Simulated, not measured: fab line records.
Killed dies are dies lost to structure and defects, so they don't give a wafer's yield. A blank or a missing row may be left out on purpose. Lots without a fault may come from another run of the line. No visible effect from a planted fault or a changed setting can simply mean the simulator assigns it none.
Which tool did it? / flow sky130 / 13 lots with 39 wafers sampled at 4 steps, on a route of 708 steps

## WHAT THE GAUGES SHOWED, per wafer
SKY_POLY_GATE_CD_MEAS_13: the cd target is 150 nm.
lot=L270; measured=day 16 05:44; on=cd_sem-02; cd_nm (nm)=152.4 151.2 152.3
lot=L271; measured=day 16 18:55; on=cd_sem-02; cd_nm (nm)=148.6 149.2 149.1
lot=L273; measured=day 17 16:41; on=cd_sem-02; cd_nm (nm)=148.1 148.5 149.7
lot=L274; measured=day 17 17:31; on=cd_sem-02; cd_nm (nm)=149.5 149.5 150.2
lot=L280; measured=day 21 08:01; on=cd_sem-01; cd_nm (nm)=151.1 149.7 150.8
lot=L287; measured=day 22 20:10; on=cd_sem-01; cd_nm (nm)=149.8 150.9 150.2
lot=L288; measured=day 22 19:14; on=cd_sem-02; cd_nm (nm)=147.8 151.0 148.9
lot=L289; measured=day 23 05:49; on=cd_sem-02; cd_nm (nm)=150.7 150.2 149.6
lot=L291; measured=day 24 01:52; on=cd_sem-02; cd_nm (nm)=150.8 149.4 150.3
lot=L292; measured=day 24 10:05; on=cd_sem-01; cd_nm (nm)=149.8 152.2 149.7
lot=L293; measured=day 25 12:55; on=cd_sem-01; cd_nm (nm)=149.6 150.4 151.1

SKY_LDD_HVP_OVL_MEAS_07.
lot=L270; measured=day 21 09:34; on=overlay-02; LDD_HVP_OVL (nm)=-0.1 -0.9 -2.4
lot=L271; measured=day 21 23:37; on=overlay-02; LDD_HVP_OVL (nm)=0.3 -1.3 0.5
lot=L273; measured=day 23 02:46; on=overlay-02; LDD_HVP_OVL (nm)=-2.0 -1.0 0.3
lot=L274; measured=day 23 03:01; on=overlay-01; LDD_HVP_OVL (nm)=-0.6 0.1 -1.9
lot=L280; measured=day 26 12:01; on=overlay-02; LDD_HVP_OVL (nm)=-1.5 0.0 0.5
lot=L287; measured=day 27 21:58; on=overlay-01; LDD_HVP_OVL (nm)=-1.1 0.8 -1.8
lot=L288; measured=day 27 20:49; on=overlay-01; LDD_HVP_OVL (nm)=-0.8 -0.8 0.6
lot=L289; measured=day 28 07:34; on=overlay-01; LDD_HVP_OVL (nm)=0.4 0.5 -0.4
lot=L291; measured=day 29 01:47; on=overlay-01; LDD_HVP_OVL (nm)=-1.7 -1.6 -0.8
lot=L292; measured=day 29 08:22; on=overlay-01; LDD_HVP_OVL (nm)=-0.5 -0.1 -0.4
lot=L293; measured=day 30 09:58; on=overlay-01; LDD_HVP_OVL (nm)=-0.3 0.2 0.6

## EACH LOT AND THE TOOL THAT RAN IT (in order: tool; ch and the chambers of the sampled wafers; start)
lot=L270; SKY_FIELD_ISO_STRIP_16=plasma_asher-04 ch 0,1, day 2 05:05; SKY_VT_ADJUST_LVTN_STRIP_20=plasma_asher-01 ch 1, day 7 16:27
lot=L271; SKY_FIELD_ISO_STRIP_16=plasma_asher-03 ch 0,1, day 2 10:25; SKY_VT_ADJUST_LVTN_STRIP_20=plasma_asher-03 ch 0,1, day 8 00:47
lot=L273; SKY_FIELD_ISO_STRIP_16=plasma_asher-03 ch 0,1, day 2 20:20; SKY_VT_ADJUST_LVTN_STRIP_20=plasma_asher-02 ch 0,1, day 8 13:25
lot=L274; SKY_FIELD_ISO_STRIP_16=plasma_asher-04 ch 0,1, day 3 01:56; SKY_VT_ADJUST_LVTN_STRIP_20=plasma_asher-01 ch 0,1, day 8 19:55
lot=L277; SKY_FIELD_ISO_STRIP_16=plasma_asher-04 ch 0,1, day 3 17:32; SKY_VT_ADJUST_LVTN_STRIP_20=-
lot=L278; SKY_FIELD_ISO_STRIP_16=plasma_asher-02 ch 0,1, day 3 22:55; SKY_VT_ADJUST_LVTN_STRIP_20=-
lot=L280; SKY_FIELD_ISO_STRIP_16=plasma_asher-04 ch 0,1, day 4 08:16; SKY_VT_ADJUST_LVTN_STRIP_20=plasma_asher-01 ch 0,1, day 10 19:42
lot=L287; SKY_FIELD_ISO_STRIP_16=plasma_asher-02 ch 0,1, day 5 23:50; SKY_VT_ADJUST_LVTN_STRIP_20=plasma_asher-03 ch 0,1, day 12 17:33
lot=L288; SKY_FIELD_ISO_STRIP_16=plasma_asher-02 ch 0,1, day 6 03:14; SKY_VT_ADJUST_LVTN_STRIP_20=plasma_asher-02 ch 0,1, day 12 17:37
lot=L289; SKY_FIELD_ISO_STRIP_16=plasma_asher-03 ch 0,1, day 6 07:29; SKY_VT_ADJUST_LVTN_STRIP_20=plasma_asher-02 ch 0,1, day 13 02:33
lot=L291; SKY_FIELD_ISO_STRIP_16=plasma_asher-04 ch 0,1, day 6 17:11; SKY_VT_ADJUST_LVTN_STRIP_20=plasma_asher-03 ch 0,1, day 13 14:44
lot=L292; SKY_FIELD_ISO_STRIP_16=plasma_asher-02 ch 0,1, day 7 00:14; SKY_VT_ADJUST_LVTN_STRIP_20=plasma_asher-01 ch 0, day 13 22:32
lot=L293; SKY_FIELD_ISO_STRIP_16=plasma_asher-03 ch 0,1, day 7 04:16; SKY_VT_ADJUST_LVTN_STRIP_20=plasma_asher-03 ch 0,1, day 14 15:29
- SKY_FIELD_ISO_STRIP_16: strips in O2/N2.
- SKY_VT_ADJUST_LVTN_STRIP_20: strips in O2/N2.

## WHAT THE TOOLS THEMSELVES READ (means of the sampled wafers that have a number; where no wafer has one, the mark that the record gives instead)
SKY_FIELD_ISO_STRIP_16.
lot=L270; tool=plasma_asher-04; chamber_pressure_mTorr (mTorr)=1499.2; drypump_motor_current_A (A)=6.0; oes_product_au (a.u.)=0.376; strip_time_to_endpoint_s (s)=3.53
lot=L271; tool=plasma_asher-03; chamber_pressure_mTorr (mTorr)=1501.5; drypump_motor_current_A (A)=5.7; oes_product_au (a.u.)=0.378; strip_time_to_endpoint_s (s)=3.54
lot=L273; tool=plasma_asher-03; chamber_pressure_mTorr (mTorr)=1499.5; drypump_motor_current_A (A)=5.9; oes_product_au (a.u.)=0.378; strip_time_to_endpoint_s (s)=3.53
lot=L274; tool=plasma_asher-04; chamber_pressure_mTorr (mTorr)=1499.4; drypump_motor_current_A (A)=6.1; oes_product_au (a.u.)=0.377; strip_time_to_endpoint_s (s)=3.56
lot=L277; tool=plasma_asher-04; chamber_pressure_mTorr (mTorr)=-; drypump_motor_current_A (A)=-; oes_product_au (a.u.)=-; strip_time_to_endpoint_s (s)=-
lot=L278; tool=plasma_asher-02; chamber_pressure_mTorr (mTorr)=-; drypump_motor_current_A (A)=-; oes_product_au (a.u.)=-; strip_time_to_endpoint_s (s)=-
lot=L280; tool=plasma_asher-04; chamber_pressure_mTorr (mTorr)=1500.2; drypump_motor_current_A (A)=6.1; oes_product_au (a.u.)=0.380; strip_time_to_endpoint_s (s)=3.52
lot=L287; tool=plasma_asher-02; chamber_pressure_mTorr (mTorr)=1500.4; drypump_motor_current_A (A)=6.0; oes_product_au (a.u.)=0.377; strip_time_to_endpoint_s (s)=3.56
lot=L288; tool=plasma_asher-02; chamber_pressure_mTorr (mTorr)=1500.5; drypump_motor_current_A (A)=5.8; oes_product_au (a.u.)=0.377; strip_time_to_endpoint_s (s)=3.52
lot=L289; tool=plasma_asher-03; chamber_pressure_mTorr (mTorr)=1499.4; drypump_motor_current_A (A)=5.6; oes_product_au (a.u.)=0.375; strip_time_to_endpoint_s (s)=3.58
lot=L291; tool=plasma_asher-04; chamber_pressure_mTorr (mTorr)=1499.0; drypump_motor_current_A (A)=6.1; oes_product_au (a.u.)=0.375; strip_time_to_endpoint_s (s)=3.49
lot=L292; tool=plasma_asher-02; chamber_pressure_mTorr (mTorr)=1501.3; drypump_motor_current_A (A)=6.0; oes_product_au (a.u.)=0.379; strip_time_to_endpoint_s (s)=3.53
lot=L293; tool=plasma_asher-03; chamber_pressure_mTorr (mTorr)=1500.1; drypump_motor_current_A (A)=5.6; oes_product_au (a.u.)=0.377; strip_time_to_endpoint_s (s)=3.57

SKY_VT_ADJUST_LVTN_STRIP_20.
lot=L270; tool=plasma_asher-01; chamber_pressure_mTorr (mTorr)=1499.3; drypump_motor_current_A (A)=5.1; oes_product_au (a.u.)=0.716; strip_time_to_endpoint_s (s)=14.22
lot=L271; tool=plasma_asher-03; chamber_pressure_mTorr (mTorr)=1500.4; drypump_motor_current_A (A)=5.7; oes_product_au (a.u.)=0.717; strip_time_to_endpoint_s (s)=14.09
lot=L273; tool=plasma_asher-02; chamber_pressure_mTorr (mTorr)=1501.1; drypump_motor_current_A (A)=5.7; oes_product_au (a.u.)=0.720; strip_time_to_endpoint_s (s)=14.19
lot=L274; tool=plasma_asher-01; chamber_pressure_mTorr (mTorr)=1499.9; drypump_motor_current_A (A)=5.4; oes_product_au (a.u.)=0.714; strip_time_to_endpoint_s (s)=14.20
lot=L280; tool=plasma_asher-01; chamber_pressure_mTorr (mTorr)=1499.9; drypump_motor_current_A (A)=5.8; oes_product_au (a.u.)=0.716; strip_time_to_endpoint_s (s)=14.13
lot=L287; tool=plasma_asher-03; chamber_pressure_mTorr (mTorr)=1500.4; drypump_motor_current_A (A)=5.6; oes_product_au (a.u.)=0.710; strip_time_to_endpoint_s (s)=14.19
lot=L288; tool=plasma_asher-02; chamber_pressure_mTorr (mTorr)=1499.0; drypump_motor_current_A (A)=6.0; oes_product_au (a.u.)=0.713; strip_time_to_endpoint_s (s)=14.19
lot=L289; tool=plasma_asher-02; chamber_pressure_mTorr (mTorr)=1499.7; drypump_motor_current_A (A)=6.0; oes_product_au (a.u.)=0.714; strip_time_to_endpoint_s (s)=14.26
lot=L291; tool=plasma_asher-03; chamber_pressure_mTorr (mTorr)=1500.5; drypump_motor_current_A (A)=5.9; oes_product_au (a.u.)=0.716; strip_time_to_endpoint_s (s)=14.17
lot=L292; tool=plasma_asher-01; chamber_pressure_mTorr (mTorr)=1500.0; drypump_motor_current_A (A)=6.2; oes_product_au (a.u.)=0.716; strip_time_to_endpoint_s (s)=14.12
lot=L293; tool=plasma_asher-03; chamber_pressure_mTorr (mTorr)=1500.9; drypump_motor_current_A (A)=5.9; oes_product_au (a.u.)=0.715; strip_time_to_endpoint_s (s)=14.13

## THE ANSWER, worked out from the rows above alone
Rule: usual is defined by the lots themselves. Put in order of their means at a reading, lots are off if they are a third of the lots or fewer, leave a main group of 4 or more, and stand apart from it by a gap of 3 or more times the standard deviation of the main group's means; of several such gaps the widest counts. The tables above print the reading to a certain number of digits; a main group whose means all agree to those digits is not used. Also off: a lot with no number at a reading for which 4 or more lots have one. Any other lot the step has rows for is counted as sound. The gauges are gone through in route order, then the tools' own readings, and for those a lot's mean is taken as printed above. At the first step where some lot is off, the reading lying furthest off is the one used; lots without a number count as furthest.
Off: L277, L278, at SKY_FIELD_ISO_STRIP_16 (chamber_pressure_mTorr). Without a number there: L277, L278. The main group: mean 1500.0 mTorr, standard deviation 0.8.
If a tool, at that step or one of the process steps before it, ran each lot that is off and ran no sound lot following the first of them, it fits. No candidate that was tried fits.

## WHAT THE SIMULATOR HAD PUT IN
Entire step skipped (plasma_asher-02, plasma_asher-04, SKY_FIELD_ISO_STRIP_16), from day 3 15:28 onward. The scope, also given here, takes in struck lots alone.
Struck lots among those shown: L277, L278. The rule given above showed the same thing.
